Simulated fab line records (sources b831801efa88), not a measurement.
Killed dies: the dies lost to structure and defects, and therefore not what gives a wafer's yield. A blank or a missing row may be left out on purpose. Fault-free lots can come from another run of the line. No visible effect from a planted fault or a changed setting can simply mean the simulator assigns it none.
Which tool is to blame? + flow sky130 + 33 wafers from 11 lots sampled at 3 of the route's 708 steps

== WHAT THE GAUGES READ, wafer by wafer ==
SKY_CAP2M_RS_MEAS_03: measurement is done with a four-point probe. Usual: CAP2M_TIN_RS 6.90 ohm/sq, standard deviation 0.093.
| lot  | measured     | on            | CAP2M_TIN_RS (ohm/sq) | flag |
|------|--------------|---------------|-----------------------|------|
| L890 | day 40 06:20 | film metro-01 | 6.76 6.84 6.73        |      |
| L891 | day 40 12:46 | film metro-02 | 6.93 6.87 6.88        |      |
| L893 | day 40 22:01 | film metro-02 | 6.95 6.78 6.95        |      |
| L892 | day 41 01:55 | film metro-01 | 6.88 6.88 6.94        |      |
| L894 | day 41 16:16 | film metro-01 | 6.98 6.83 6.86        |      |
| L895 | day 41 17:10 | film metro-01 | 6.79 6.90 6.84        |      |
| L896 | day 42 03:52 | film metro-03 | 6.78 6.91 6.90        |      |
| L898 | day 42 10:56 | film metro-02 | 6.88 6.96 7.01        |      |
| L902 | day 43 15:26 | film metro-03 | 7.00 6.99 7.01        |      |
| L909 | day 45 20:41 | film metro-01 | 6.82 6.92 6.90        |      |
| L911 | day 46 12:18 | film metro-02 | 6.97 7.07 7.05        |      |

== EACH LOT AND THE TOOL THAT RAN IT (in order: tool; ch and the chambers of the sampled wafers; start) ==
| lot  | SKY_METAL4_SPUTTER_02        | SKY_METAL4_SPUTTER_04        |
|------|------------------------------|------------------------------|
| L890 | pvd sputter-01, day 40 06:02 | pvd sputter-01, day 40 06:06 |
| L891 | pvd sputter-01, day 40 12:27 | pvd sputter-01, day 40 12:31 |
| L893 | pvd sputter-02, day 40 21:43 | pvd sputter-02, day 40 21:47 |
| L892 | pvd sputter-04, day 41 01:37 | pvd sputter-04, day 41 01:41 |
| L894 | pvd sputter-02, day 41 15:58 | pvd sputter-02, day 41 16:02 |
| L895 | pvd sputter-02, day 41 16:52 | pvd sputter-02, day 41 16:56 |
| L896 | pvd sputter-02, day 42 03:34 | pvd sputter-02, day 42 03:37 |
| L898 | pvd sputter-02, day 42 10:38 | pvd sputter-02, day 42 10:41 |
| L902 | pvd sputter-02, day 43 15:08 | pvd sputter-02, day 43 15:12 |
| L909 | pvd sputter-04, day 45 20:24 | pvd sputter-04, day 45 20:27 |
| L911 | pvd sputter-04, day 46 11:53 | pvd sputter-04, day 46 11:57 |
- SKY_METAL4_SPUTTER_02: material AlCu, target thk 735 nm, time 39.1 s.
- SKY_METAL4_SPUTTER_04: material TiN, target thk 70 nm, time 58.3 s.

== AS READ BY THE TOOLS THEMSELVES (means over the sampled wafers that have a number; for cases with no such wafer, the mark the record gives instead) ==
SKY_METAL4_SPUTTER_02. Usual: throttle valve pct at 29.8 %, with a standard deviation of 1.3.
| lot  | tool           | throttle valve pct (%) | flag |
|------|----------------|------------------------|------|
| L890 | pvd sputter-01 | 30.2                   |      |
| L891 | pvd sputter-01 | 30.3                   |      |
| L893 | pvd sputter-02 | 30.6                   |      |
| L892 | pvd sputter-04 | 28.6                   |      |
| L894 | pvd sputter-02 | 29.4                   |      |
| L895 | pvd sputter-02 | 30.1                   |      |
| L896 | pvd sputter-02 | 30.0                   |      |
| L898 | pvd sputter-02 | 28.9                   |      |
| L902 | pvd sputter-02 | 30.1                   |      |
| L909 | pvd sputter-04 | 30.1                   |      |
| L911 | pvd sputter-04 | 30.0                   |      |

SKY_METAL4_SPUTTER_04. Usual: throttle valve pct at 29.8 %, with a standard deviation of 1.3.
| lot  | tool           | throttle valve pct (%) | flag |
|------|----------------|------------------------|------|
| L890 | pvd sputter-01 | 30.2                   |      |
| L891 | pvd sputter-01 | 30.3                   |      |
| L893 | pvd sputter-02 | 30.7                   |      |
| L892 | pvd sputter-04 | 28.6                   |      |
| L894 | pvd sputter-02 | 29.4                   |      |
| L895 | pvd sputter-02 | 30.1                   |      |
| L896 | pvd sputter-02 | 30.1                   |      |
| L898 | pvd sputter-02 | 29.0                   |      |
| L902 | pvd sputter-02 | 30.0                   |      |
| L909 | pvd sputter-04 | 30.5                   |      |
| L911 | pvd sputter-04 | 30.0                   |      |

== THE ANSWER, worked out from the rows above alone ==
Rule: lot off if the mean of its wafers having a number is beyond 3 standard deviations from the usual mean. A lot without any number at a reading at which 4 lots or more have one is off too. The other lots that the step has rows for count as sound. The gauges are gone through in route order, then the tools' own readings, and for those a lot's mean is taken as printed above. The first step at which some lot is off is used, and at that step the reading that is off furthest; a lot without a number counts as furthest.
No lot is off at any reading shown: from this, nothing can be told.

== WHAT THE SIMULATOR HAD PUT IN ==
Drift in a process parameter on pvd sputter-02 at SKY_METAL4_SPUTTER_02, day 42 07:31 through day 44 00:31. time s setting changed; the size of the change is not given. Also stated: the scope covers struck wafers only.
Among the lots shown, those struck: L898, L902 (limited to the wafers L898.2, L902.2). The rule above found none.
